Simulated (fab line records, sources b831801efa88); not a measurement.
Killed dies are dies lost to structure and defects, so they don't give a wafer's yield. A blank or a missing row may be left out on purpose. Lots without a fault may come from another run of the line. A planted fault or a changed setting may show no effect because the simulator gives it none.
A struck lot beside a sound one | flow sky130 | 15 steps out of a route of 708
Sound: wafers L634.4, L634.5, L634.6. Struck: wafers L636.2, L636.3, L636.6. The cause comes at the end.
At each step with rows: each side's tool, then ch and its chambers, then its first start. Under that, the readings that differ: sound wafers | struck wafers | difference of the means | sigmas: that difference in standard deviations of wafers without a fault.
alike: readings whose means differ by less than 2 such deviations, and words and numbers that are the same on both sides. not compared: withheld readings, readings that some wafer has no value for, bounds like >300 that may hide the same value, and numbers for which the record gives no deviation and whose values overlap.
The two part at a step that has a row with sigmas, a row that says differs or no value, or rows on one side only. Numbers that don't overlap but have no deviation are shown without sigmas and don't part them. A reading that every wafer of one side lacks parts them only if that side has two wafers or more.

SKY_METAL3_STRIP_19: strips in O2/N2.
  sound on plasma_asher-02 ch 0,1, day 39 22:53; struck on plasma_asher-02 ch 0,1, day 40 18:04
  alike: chamber_pressure_mTorr, drypump_motor_current_A, oes_product_au, strip_time_to_endpoint_s
  not compared: rf_hours_counter_h
then, 4 steps without rows for these wafers: SKY_METAL3_STRIP_20 (strips in post etch residue remover, time 1200 s); SKY_METAL3_CLEAN_21 (cleans in IPA, time 180 s); SKY_METAL3_CLEAN_22 (cleans in O3/DIW); SKY_VIA3_HDPCVD_00 (deposits SiO2, target thk 1635 nm, time 272.5 s).
SKY_VIA3_THK_MEAS_01:
  sound on film_metro-03, day 39 23:38; struck on film_metro-03, day 40 18:52
  alike: VIA3_HDPCVD_THK
SKY_VIA3_CMP_02: polishes SiO2.
  sound on cmp-01 ch 0,1, day 39 23:40; struck on cmp-02 ch 1,2,3, day 40 18:58
  alike: edge_zone_pressure_frac, motor_current_A, platen_rpm
SKY_VIA3_BOW_MEAS_03:
  sound on film_metro-01, day 40 00:01; struck on film_metro-01, day 40 19:14
  alike: VIA3_BOW
then, 4 steps without rows for these wafers: SKY_VIA3_DEHYDRATE_04 (time 60 s); SKY_VIA3_HMDS_05 (prime time 60 s); SKY_VIA3_COAT_06 (resist thk 60 nm); SKY_VIA3_COAT_07 (resist thk 450 nm).
SKY_VIA3_SOFTBAKE_08: time 90 s.
  sound on litho_track-04 ch 0, day 40 10:00; struck on litho_track-01 ch 0, day 41 07:00
  reading                  | sound                | struck               | difference                    | sigmas
  heater_power_total_W (W) | 57.42 57.55 57.39    | 58.31 58.15 58.35    | +0.82                         | +7
  plate_temp_C (C)         | 100.05 100.02 100.17 | - - -                | no value on the struck wafers |
  run_length_s (s)         | 119.14 119.13 119.08 | 115.84 115.68 115.63 | -3.40                         | -28
  alike: chill_plate_temp_C
then, 1 step without rows for these wafers: SKY_VIA3_EXPOSE_09 (exposes mask VIM3, target cd 200 nm).
SKY_PAD_OPEN_PROBE_99:
  the record has rows for the sound wafers here (prober-01, day 46 21:32) and none for the struck ones

WHERE THEY PART
First at SKY_VIA3_SOFTBAKE_08; last, within this record, at SKY_PAD_OPEN_PROBE_99.

WHY: what the simulator had put in
Process parameter drift: litho_track-01, from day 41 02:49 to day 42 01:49, at SKY_VIA3_SOFTBAKE_08. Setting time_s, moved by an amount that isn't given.
